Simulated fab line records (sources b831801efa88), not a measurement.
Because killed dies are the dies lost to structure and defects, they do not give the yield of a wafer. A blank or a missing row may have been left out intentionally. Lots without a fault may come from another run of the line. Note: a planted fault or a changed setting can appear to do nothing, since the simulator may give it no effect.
fab line records    flow sky130
[record] lots = 5  wafers = 15  lastDay = 50
route steps=708 shown SONOS_ONO@176 GATE_OXIDE@187 POLY_GATE@204 PAD_OPEN@708
lots that met no fault: taken from a fault-free run of the same line
startH: the number of hours between the record's first day and the start of the first shown wafer of the lot    waitH: time in hours since the lot's previous step    " identical to the entry in the row above    L1.1+2: one row covering several wafers at once    - value missing, or start not given    * or withheld: withheld    < > ~ a bound
route shown NAME@n: names a module that has steps shown in the file, with the first one's number in the route    usual: mean/standard deviation of fault-free wafers    same: alike in all rows    chamber/n: place in a boat    sites: the reading at each site    _std_site: their standard deviation    _edge_site: outer sites' mean less inner sites'    radiusMm: how far each site lies from the wafer's centre    mask NAME#n: copy n    behind: the tool/chamber that last shaped the wafer    hold: what put the lot on hold/how long, in hours/how the hold closed    device: the transistor (n, p or np) that didn't switch    end of line: the same wafers' tests at the end of the route    where a step has no rows: the recipe by itself    killed: not the wafer's yield, but the dies lost to structure and defects at the first sort    map: per-die view of a wafer (x killed, . not killed, _ where there is no die)
set.NAME: the setting that was run; set.NAME@STEP: the one run at that earlier step    model.NAME: the simulator's own value behind a step, which no gauge read
lots seen at some steps along the route; tables by step, rows by wafer
services: a tool's chamber out of use, with start hour (startH, from the record's first day; less than 0 if before it), hours out, and reason
[[steps]]
[step SKY_SONOS_ONO_COAT_08]
[recipe] resist = NOVOLAK  spinRpm = 3000  resistThkNm = 1140
[step SKY_SONOS_ONO_SOFTBAKE_09]
[recipe] tempC = 90  timeS = 60  resist = NOVOLAK
[step SKY_SONOS_ONO_EXPOSE_10]
[recipe] maskId = ONOM  targetCdNm = 410  na = 0.6  sourceShape = conventional  sigmaOuter = 0.6  doseMj = 150
[step SKY_SONOS_ONO_PEB_11]
[recipe] tempC = withheld  timeS = *  resist = NOVOLAK
[step SKY_SONOS_ONO_DEVELOP_12]
[recipe] developTimeS = 60  devTempC = 23
[step SKY_SONOS_ONO_ETCH_15]
[recipe] targetDepthNm = 19.52  chemistry = CHF3/O2  sourceW = 600  biasW = 200  pressureMtorr = 40  chf3FlowSccm = 50  O2_flow_sccm = 5  timeS = 7.8
[step SKY_SONOS_ONO_WET_ETCH_16]
[recipe] chemistry = dHF  targetDepthNm = 14  dry = n2Spin  target = SiO2  dilution = 100:1  tempC = 25  timeS = 280
[step SKY_SONOS_ONO_STRIP_17]
[recipe] chemistry = O2/N2  powerW = 1400  pressureMtorr = 1500  platenTempC = withheld  o2FlowSccm = 3000  n2FlowSccm = 300  overashFraction = 0.5
[step SKY_SONOS_ONO_WET_ETCH_18]
[recipe] chemistry = H3PO4  targetDepthNm = 15  target = Si3N4  tempC = 160  timeS = 172
[step SKY_GATE_OXIDE_CLEAN_00]
[recipe] chemistry = SC1/SC2  mix = 1:4:20  tempC = 70  timeS = 150  dry = n2Spin
[step SKY_GATE_OXIDE_OXIDATION_01]
[recipe] tempC = 900  ambient = O2  stabiliseS = 600  purgeS = 300  targetThkA = 102.68  oxTimeS = 1473
[usual] spikeTcBottomC = 917.5/1.8  spikeTcCentreC = 900.2/1.1  spikeTcLowerC = 900.2/1.2  spikeTcTopC = 908.9/1.1  spikeTcUpperC = 899.5/0.97  tubeCenterTempC = 900.01/0.083  tube_center_temp_C_max = 902.3/0.39  zonePowerTopPct = 28.5/0.36  zonePowerUpperPct = 17.2/0.3
lot.wafer  tool        chamber  startH  waitH  spikeTcBottomC  spikeTcCentreC  spikeTcLowerC  spikeTcTopC  spikeTcUpperC  tubeCenterTempC  tube_center_temp_C_max  zonePowerTopPct  zonePowerUpperPct  model.SiO2_of_GATE_OXIDE_OXIDATION_01.thkNm
L553.2     furnace-01  0        324.20  0.6    915.6           897.7           900.8          907.1        899.6          900.02           902.1                   28.9             17.4               10.46
L553.5     "           0        "       "      916.1           900.5           900.5          908.6        898.9          900.02           902.1                   29.1             17.2               10.43
L553.6     "           0        "       "      916.1           900.7           899.1          909.1        900.2          900.01           902.4                   28.6             17.5               10.38
L558.2     furnace-01  0        377.49  1.8    931.1           916.3           915.9          923.6        913.8          915.31           917.4                   29.3             18.0               12.08
L558.4     "           0        "       "      931.4           915.8           916.2          924.2        914.5          915.49           918.1                   30.1             18.2               12.3
L558.5     "           0        "       "      930.5           915.7           916.8          924.3        914.4          915.47           917.5                   30.0             18.4               12.22
L559.3     furnace-01  0        377.49  0.3    930.7           915.9           915.3          920.9        914.8          915.59           917.6                   29.3             18.4               12.18
L559.5     "           0        "       "      931.8           915.8           917.2          922.7        915.5          915.41           917.8                   29.7             18.4               12.18
L559.6     "           0        "       "      932.6           914.2           915.3          922.0        916.5          915.53           918.5                   29.1             18.4               12.07
L560.4     furnace-01  0        388.56  0.0    930.6           916.4           918.6          924.1        915.4          915.27           917.6                   29.5             18.2               12.04
L560.5     "           0        "       "      932.0           914.9           915.7          924.8        915.1          915.51           917.7                   29.4             18.3               11.83
L560.6     "           0        "       "      932.6           915.9           915.9          924.4        914.7          915.47           918.1                   29.6             18.3               11.94
L569.1     furnace-02  0        463.97  0.5    919.6           900.3           900.2          910.5        899.8          900.1            901.6                   28.3             16.9               9.931
L569.4     "           0        "       "      918.5           899.2           899.7          909.2        898.1          900.04           902.8                   28.2             16.9               10.05
L569.5     "           0        "       "      919.1           900.0           900.6          908.3        900.2          899.88           901.7                   28.8             16.8               10.29
[step SKY_GATE_OXIDE_THK_MEAS_02]
[recipe] reads = SiO2_of_GATE_OXIDE_OXIDATION_01
[usual] GATE_OXIDE_OXIDATION_00_THK = 10.28/0.2
lot.wafer  tool          chamber  startH  waitH  GATE_OXIDE_OXIDATION_00_THK[nm]
L553.2     filmMetro-03  -        325.62  0.0    10.42
L553.5     "             -        "       "      10.48
L553.6     "             -        "       "      10.28
L558.2     filmMetro-02  -        378.91  0.0    12.16
L558.4     "             -        "       "      12.31
L558.5     "             -        "       "      12.24
L559.3     filmMetro-03  -        378.92  0.0    12.16
L559.5     "             -        "       "      12.20
L559.6     "             -        "       "      12.07
L560.4     filmMetro-03  -        390.00  0.0    12.11
L560.5     "             -        "       "      11.80
L560.6     "             -        "       "      12.01
L569.1     filmMetro-02  -        465.38  0.0    9.89
L569.4     "             -        "       "      10.06
L569.5     "             -        "       "      10.23
[step SKY_GATE_OXIDE_DEHYDRATE_03]
[recipe] tempC = 200  timeS = 60
[step SKY_GATE_OXIDE_HMDS_04]
[recipe] primeTimeS = 60  primeTempC = 120
[step SKY_GATE_OXIDE_COAT_05]
[recipe] resist = NOVOLAK  spinRpm = 3000  resistThkNm = 1140
[step SKY_GATE_OXIDE_SOFTBAKE_06]
[recipe] tempC = 90  timeS = 60  resist = NOVOLAK
[step SKY_GATE_OXIDE_EXPOSE_07]
[recipe] maskId = LVOM  na = 0.6  sourceShape = conventional  sigmaOuter = 0.6  polarization = unpolarized  targetCdNm = 600  doseMj = 170
[step SKY_GATE_OXIDE_PEB_08]
[recipe] tempC = withheld  timeS = *  resist = NOVOLAK
[step SKY_GATE_OXIDE_DEVELOP_09]
[recipe] resist = NOVOLAK  developer = TMAH  developTimeS = 60  devTempC = 23
[step SKY_GATE_OXIDE_IMPLANT_11]
[recipe] species = B  energyKev = 10  doseCm2 = 2.6e+12  tiltDeg = withheld
[step SKY_GATE_OXIDE_WET_ETCH_12]
[recipe] chemistry = dHF  targetDepthNm = 16.8  dry = n2Spin  target = SiO2  dilution = 100:1  tempC = 25  timeS = 336
[step SKY_GATE_OXIDE_STRIP_13]
[recipe] chemistry = O2/N2  powerW = 1400  pressureMtorr = 1500  platenTempC = withheld  o2FlowSccm = 3000  n2FlowSccm = 300  overashFraction = 0.5
[step SKY_GATE_OXIDE_CLEAN_15]
[recipe] chemistry = SC1/SC2  mix = 1:4:20  tempC = 70  timeS = 150  dry = n2Spin
[step SKY_GATE_OXIDE_OXIDATION_16]
[recipe] tempC = 800  ambient = O2  idleTempC = 700  rampUpCPerMin = 10  rampDownCPerMin = 3  stabiliseS = 600  purgeS = 300  targetThkA = 35.7  oxTimeS = 1915
[usual] oxTempC = 800.0/0.36  spikeTcBottomC = 818.1/1.8  spikeTcCentreC = 800.4/1.1  spikeTcLowerC = 800.1/1.1  spikeTcTopC = 810.7/1.1  spikeTcUpperC = 799.6/0.96  tubeCenterTempC = 800.01/0.072  tube_center_temp_C_max = 802.1/0.36  zonePowerTopPct = 23.7/0.34  zonePowerUpperPct = 13.45/0.23
lot.wafer  tool        chamber  startH  waitH  oxTempC  spikeTcBottomC  spikeTcCentreC  spikeTcLowerC  spikeTcTopC  spikeTcUpperC  tubeCenterTempC  tube_center_temp_C_max  zonePowerTopPct  zonePowerUpperPct  model.SiO2_of_GATE_OXIDE_OXIDATION_01.thkNm
L553.2     furnace-01  0        354.26  1.3    800.7    817.4           802.2           800.6          811.3        799.9          799.99           801.8                   24.0             13.51              11.83
L553.5     "           0        "       "      800.5    816.6           802.5           800.5          810.4        799.9          800.07           801.9                   24.2             13.74              11.8
L553.6     "           0        "       "      800.2    816.6           799.9           800.8          811.0        799.8          799.93           801.7                   24.0             13.91              11.78
L558.2     furnace-01  0        409.45  1.7    799.9    815.8           801.6           801.4          811.1        799.0          800              802.4                   24.1             13.54              13.3
L558.4     "           0        "       "      800.4    817.8           801.7           799.2          813.0        799.0          800.01           801.8                   24.1             13.77              13.52
L558.5     "           0        "       "      799.9    817.4           801.0           800.3          811.6        799.5          799.98           802.5                   24.2             13.82              13.4
L559.3     furnace-01  0        409.45  1.4    799.6    817.7           801.5           802.6          809.5        799.8          800.11           802.5                   23.7             13.65              13.41
L559.5     "           0        "       "      799.8    816.7           800.9           800.4          810.6        798.4          800              802.1                   24.1             13.62              13.41
L559.6     "           0        "       "      799.3    816.7           801.0           800.1          809.7        800.2          799.91           802.1                   24.0             13.57              13.29
L560.4     furnace-01  0        420.34  0.4    800.1    816.6           800.3           800.5          811.5        799.9          800.04           801.9                   23.7             13.63              13.28
L560.5     "           0        "       "      799.7    816.4           801.3           798.2          811.3        799.7          800.09           801.7                   23.9             13.39              13.07
L560.6     "           0        "       "      800.2    818.2           800.7           800.7          810.8        797.6          800              802.4                   24.2             13.52              13.2
L569.1     furnace-02  0        496.49  0.0    800.5    819.1           798.5           801.0          811.0        799.4          799.96           802.4                   23.5             13.18              11.3
L569.4     "           0        "       "      799.8    820.8           799.4           798.9          811.5        799.4          799.98           801.6                   23.5             13.02              11.39
L569.5     "           0        "       "      800.4    819.9           798.9           797.6          808.9        800.3          799.94           802.3                   23.5             13.06              11.63
[step SKY_POLY_GATE_CVD_00]
[recipe] material = poly-Si  targetThkNm = 180  tempC = 620  timeS = 720  pressureMtorr = 200
[step SKY_PAD_OPEN_PROBE_99]
[usual] killed_at_M0_to_M3 = 44/7.8  killed_at_M4_up = 3.1/1.7  killedAtContacts = 25/5.1  killedAtFrontEnd = 15/4.4  killedAtOther = 0.5/0.68  killedDies = 88/9.9  killedOpen = 48/6.9  killedShort = 39/6.5
[same] grossDies = 492  killedAtBackSide = 0
lot.wafer  tool       chamber  startH   waitH  killed_at_M0_to_M3  killed_at_M4_up  killedAtContacts  killedAtFrontEnd  killedAtOther  killedDies  killedOpen  killedShort  model.etest.nfet_16v.rOnOhmUm  model.etest.pfet_16v.rOnOhmUm  model.etest.tipSonos.rsOhmSq  model.etest.pfetG5v0d10v5.rOnOhmUm  model.etest.nfetG5v0d10v5.rOnOhmUm  model.etest.nfetG5v0d10v5.driveUaUm  model.etest.nfet_05v0_nvt.driveUaUm  model.etest.pfetG5v0d10v5.driveUaUm
L553.2     prober-02  -        1109.02  0.1    32                  2                29                12                2              77          47          29           1.403e+04                      1.561e+04                      2757                          4846                                1905                                593.1                                567                                  330.9
L553.5     prober-02  -        1109.17  0.2    45                  2                31                15                1              94          52          42           1.384e+04                      1.565e+04                      2747                          4847                                1881                                599.7                                567.6                                330.7
L553.6     prober-02  -        1109.22  0.2    35                  3                33                11                0              82          43          39           1.391e+04                      1.568e+04                      2707                          4848                                1926                                592.3                                567                                  335.3
L559.3     prober-01  -        1144.12  0.2    49                  5                30                18                0              102         45          56           1.498e+04                      1.554e+04                      3058                          5162                                2047                                530.1                                506.2                                304.3
L559.5     prober-01  -        1144.22  0.2    50                  3                25                13                0              91          47          43           1.503e+04                      1.574e+04                      3062                          5186                                2042                                532                                  507.1                                302.8
L559.6     prober-01  -        1144.27  0.2    59                  1                13                18                1              92          43          47           1.497e+04                      1.552e+04                      3062                          5129                                2022                                533.7                                510.9                                304
L558.2     prober-02  -        1145.57  0.1    59                  1                19                7                 1              87          48          39           1.497e+04                      1.574e+04                      3091                          5140                                2031                                524.8                                510.6                                306.6
L558.4     prober-02  -        1145.67  0.2    33                  2                22                7                 1              65          35          29           1.518e+04                      1.544e+04                      3168                          5202                                2041                                523.3                                502.1                                301.8
L558.5     prober-02  -        1145.72  0.2    38                  1                20                17                0              76          45          31           1.507e+04                      1.569e+04                      3093                          5171                                2041                                524.3                                508.6                                301.9
L560.4     prober-01  -        1149.07  0.2    42                  7                26                18                0              93          48          45           1.522e+04                      1.587e+04                      3123                          5142                                2028                                530.1                                513                                  309.4
L560.5     prober-01  -        1149.12  0.2    41                  3                38                10                1              93          60          31           1.513e+04                      1.605e+04                      3034                          5124                                2029                                541.2                                514.7                                309.7
L560.6     prober-01  -        1149.17  0.2    43                  2                27                20                0              92          43          48           1.518e+04                      1.576e+04                      3136                          5084                                2019                                531.3                                511.8                                308.2
L569.1     prober-01  -        1191.70  0.1    45                  4                16                12                1              78          43          35           1.39e+04                       1.501e+04                      2687                          4713                                1828                                624.7                                591.5                                350
L569.4     prober-01  -        1191.85  0.2    48                  7                19                25                1              100         52          48           1.395e+04                      1.5e+04                        2647                          4774                                1866                                618.9                                587.2                                342.3
L569.5     prober-01  -        1191.90  0.2    35                  2                23                13                0              73          43          28           1.418e+04                      1.514e+04                      2753                          4854                                1898                                614.1                                575.3                                335
// killed by level:class
L553.2 CONTACT:geometricParticle:open=13 LI_CONTACT:geometricParticle:open=8 VIA2:geometricParticle:open=6 FIELD_ISO:geometricParticle:open=5 CONTACT:geometricParticle:short=5 VIA1:geometricParticle:open=5 VIA3:geometricParticle:short=4 VIA3:geometricParticle:open=4
L553.5 CONTACT:geometricParticle:open=14 CONTACT:geometricParticle:short=10 VIA1:geometricParticle:open=10 VIA3:geometricParticle:open=8 VIA2:geometricParticle:open=7 LI_CONTACT:geometricParticle:open=6 FIELD_ISO:geometricParticle:short=5 METAL2:geometricParticle:short=5
L553.6 CONTACT:geometricParticle:open=17 LI_CONTACT:geometricParticle:open=6 CONTACT:geometricParticle:short=6 VIA1:geometricParticle:open=6 VIA3:geometricParticle:short=6 METAL1:geometricParticle:short=5 VIA2:geometricParticle:open=5 VIA3:geometricParticle:open=5
L559.3 CONTACT:geometricParticle:open=12 VIA1:geometricParticle:short=9 VIA1:geometricParticle:open=9 LOCAL_INTERCONNECT:geometricParticle:short=7 LI_CONTACT:geometricParticle:open=6 METAL1:geometricParticle:short=6 VIA2:geometricParticle:open=5 VIA2:geometricParticle:short=5
L559.5 CONTACT:geometricParticle:open=12 VIA1:geometricParticle:short=9 VIA1:geometricParticle:open=9 LI_CONTACT:geometricParticle:open=6 VIA2:geometricParticle:open=6 VIA3:geometricParticle:open=6 CONTACT:geometricParticle:short=5 METAL1:geometricParticle:short=5
L559.6 VIA1:geometricParticle:open=12 METAL1:geometricParticle:short=10 VIA1:geometricParticle:short=10 VIA3:geometricParticle:open=10 METAL2:geometricParticle:short=7 POLY_GATE:geometricParticle:open=6 LOCAL_INTERCONNECT:geometricParticle:short=5 VIA2:geometricParticle:open=4
L558.2 VIA1:geometricParticle:open=15 VIA3:geometricParticle:open=12 METAL1:geometricParticle:short=8 CONTACT:geometricParticle:open=8 VIA1:geometricParticle:short=6 METAL2:geometricParticle:short=5 LI_CONTACT:geometricParticle:open=4 CONTACT:geometricParticle:short=4
L558.4 CONTACT:geometricParticle:open=7 VIA1:geometricParticle:open=7 LI_CONTACT:geometricParticle:open=6 METAL2:geometricParticle:short=5 VIA1:geometricParticle:short=4 VIA3:geometricParticle:open=4 LI_CONTACT:geometricParticle:short=3 CONTACT:geometricParticle:short=3
L558.5 VIA1:geometricParticle:open=10 CONTACT:geometricParticle:open=8 FIELD_ISO:geometricParticle:open=7 VIA3:geometricParticle:open=7 VIA2:geometricParticle:open=5 METAL2:geometricParticle:short=5 CONTACT:geometricParticle:short=4 VIA1:geometricParticle:short=4
L560.4 VIA1:geometricParticle:open=13 CONTACT:geometricParticle:open=9 METAL2:geometricParticle:short=7 CONTACT:geometricParticle:short=6 FIELD_ISO:geometricParticle:short=5 METAL4:geometricParticle:short=5 LI_CONTACT:geometricParticle:open=5 VIA3:geometricParticle:open=4
L560.5 VIA1:geometricParticle:open=15 LI_CONTACT:geometricParticle:open=14 CONTACT:geometricParticle:open=13 LOCAL_INTERCONNECT:geometricParticle:short=7 VIA2:geometricParticle:open=5 METAL2:geometricParticle:short=5 FIELD_ISO:geometricParticle:short=4 VIA3:geometricParticle:open=4
L560.6 VIA1:geometricParticle:open=11 CONTACT:geometricParticle:open=8 LI_CONTACT:geometricParticle:open=7 FIELD_ISO:geometricParticle:open=6 CONTACT:geometricParticle:short=6 METAL3:geometricParticle:short=6 FIELD_ISO:geometricParticle:short=5 METAL1:geometricParticle:short=5
L569.1 VIA1:geometricParticle:open=14 CONTACT:geometricParticle:open=10 VIA2:geometricParticle:open=6 METAL1:geometricParticle:short=6 METAL4:geometricParticle:short=4 LOCAL_INTERCONNECT:geometricParticle:short=4 VIA2:geometricParticle:short=4 FIELD_ISO:geometricParticle:open=3
L569.4 VIA1:geometricParticle:open=11 VIA2:geometricParticle:open=8 CONTACT:geometricParticle:open=7 METAL2:geometricParticle:short=7 FIELD_ISO:geometricParticle:short=6 LI_CONTACT:geometricParticle:open=6 POLY_GATE:geometricParticle:short=5 METAL4:geometricParticle:short=5
L569.5 LI_CONTACT:geometricParticle:open=12 VIA1:geometricParticle:open=9 CONTACT:geometricParticle:open=5 VIA3:geometricParticle:open=5 CONTACT:geometricParticle:short=4 METAL3:geometricParticle:open=4 POLY_GATE:geometricParticle:open=3 POLY_GATE:geometricParticle:short=3
[[services]]
tool        chamber  startH  hours  kind
furnace-01  -        426.24  3.5    pm
furnace-01  -        494.10  3.1    pm
[[key]]
[firstSign] step = SKY_GATE_OXIDE_OXIDATION_01  reading = tubeCenterTempC  direction = up  sigmas = 99+  usual = *  struck = *
[effect] step = SKY_GATE_OXIDE_OXIDATION_01  reading = tube_center_temp_C_max  direction = up  sigmas = 40  usual = *  struck = *
[effect] step = SKY_GATE_OXIDE_THK_MEAS_02  reading = GATE_OXIDE_OXIDATION_00_THK  direction = up  sigmas = 9.1  usual = 10.28  struck = 12.12
[modelEffect] step = SKY_GATE_OXIDE_OXIDATION_01  value = SiO2_of_GATE_OXIDE_OXIDATION_01.thkNm  without = 10.25  struck = 12.09
[modelEffect] step = SKY_GATE_OXIDE_OXIDATION_16  value = SiO2_of_GATE_OXIDE_OXIDATION_01.thkNm  without = 11.6  struck = 13.32
[modelEffect] step = SKY_PAD_OPEN_PROBE_99  value = etest.nfet_16v.rOnOhmUm  without = 1.407e+04  struck = 1.508e+04
metAt SKY_GATE_OXIDE_OXIDATION_01
struckWafers L558.2,L558.4,L558.5,L559.3,L559.5,L559.6,L560.4,L560.5,L560.6
testerLeftOut L558,L559,L560
onsetBetween 324.20 377.49
[fault] kind = processParameterDrift  tool = furnace-01  chamber = -  onsetH = 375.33  steps = SKY_GATE_OXIDE_OXIDATION_01  channel = tempC  offset = *  shape = step  endH = 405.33  actsIn = *  stated = *
// testerLeftOut: of these lots the tester's yield and bins aren't shown, on N5 and GAA mostly nor the transistor test; their killed dies are dies lost to structure and defects alone, not to doping, threshold or leakage, so they don't give the yield
